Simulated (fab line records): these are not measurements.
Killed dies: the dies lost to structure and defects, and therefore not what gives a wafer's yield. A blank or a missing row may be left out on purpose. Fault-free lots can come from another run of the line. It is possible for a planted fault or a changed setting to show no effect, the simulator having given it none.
One fault through the eyes of 2 desks | flow gf180mcu | what lay behind the numbers comes last; until then each desk has only its own

## DESK OF THE TOOL OWNER: rie_diel-02
The tool's own readings at GF_SAB_ETCH_11 (etches SiO2 in C4F8/O2/Ar, target depth 55 nm, time 8.5 s): means of the sampled wafers that have a number, for each lot that ran on this tool. A lot is out of limits, marked OUT, if its mean lies more than 4 standard deviations from the usual mean; the brackets give that distance.
Columns: A = chamber_pressure_mTorr at GF_SAB_ETCH_11, usual 40.00 mTorr; B = oes_product_au at GF_SAB_ETCH_11, usual 1.000 a.u.
lot  | first seen here | A     | B
L355 | day 15 19:16    | 39.98 | 1.007
L356 | day 16 05:42    | 40.00 | 1.005
L359 | day 17 11:10    | 39.96 | 0.999
L368 | day 20 15:06    | 40.00 | 0.946 (-8.3) OUT
L369 | day 21 01:35    | 39.98 | 0.951 (-7.5) OUT
L370 | day 21 07:13    | 39.94 | 0.901 (-15) OUT
This desk's finding: out of limits on L368, L369, L370; first on L368, day 20 15:06 (oes_product_au at GF_SAB_ETCH_11). L355, L356, L359 stayed within limits.

## AT THE METROLOGY DESK
What the gauges read for every lot (on any tool): the sampled wafers with a number, averaged. A lot is out of limits, marked OUT, if its mean lies more than 4 standard deviations from the usual mean; the brackets give that distance.
Columns: A = HV_LDD_OVL at GF_HV_LDD_OVL_MEAS_08, usual -0.4 nm; B = V1_BOW at GF_V1_BOW_MEAS_05, usual 82 um
lot  | first seen here | A    | B
L353 | day 9 22:55     | -1.9 | 76
L355 | day 10 13:46    | -0.4 | 82
L356 | day 10 22:07    | 0.1  | 89
L357 | day 11 05:19    | -0.4 | 77
L358 | day 11 14:05    | -1.2 | 79
L359 | day 11 22:34    | 2.2  | 84
L368 | day 14 15:17    | -2.2 | 90
L369 | day 15 00:10    | -1.3 | 86
L370 | day 15 05:38    | 0.4  | 84
L371 | day 15 12:59    | -0.4 | 82
L372 | day 15 19:23    | -0.5 | 82
L373 | day 16 05:02    | 0.9  | 90
L374 | day 16 12:10    | -0.8 | 81
L375 | day 16 19:09    | 0.2  | 84
This desk's finding: nothing out of limits on any of the 14 lots.

## TAKEN TOGETHER
The tool owner's desk had the chance to raise an alarm at day 20 15:06 on L368, L369, L370.
The metrology desk saw nothing out of limits.
The metrology desk has L368, L369, L370 on record, within its limits.
On rie_diel-02, each named lot ran GF_SAB_ETCH_11.

## WHAT THE SIMULATOR HAD INSERTED
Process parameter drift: rie_diel-02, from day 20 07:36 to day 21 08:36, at GF_SAB_ETCH_11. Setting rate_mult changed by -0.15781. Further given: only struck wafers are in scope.
Struck lots among those shown: L368, L369, L370.
Time in hours from fault onset to the first out-of-limits reading at each desk: the tool owner's desk, 8.
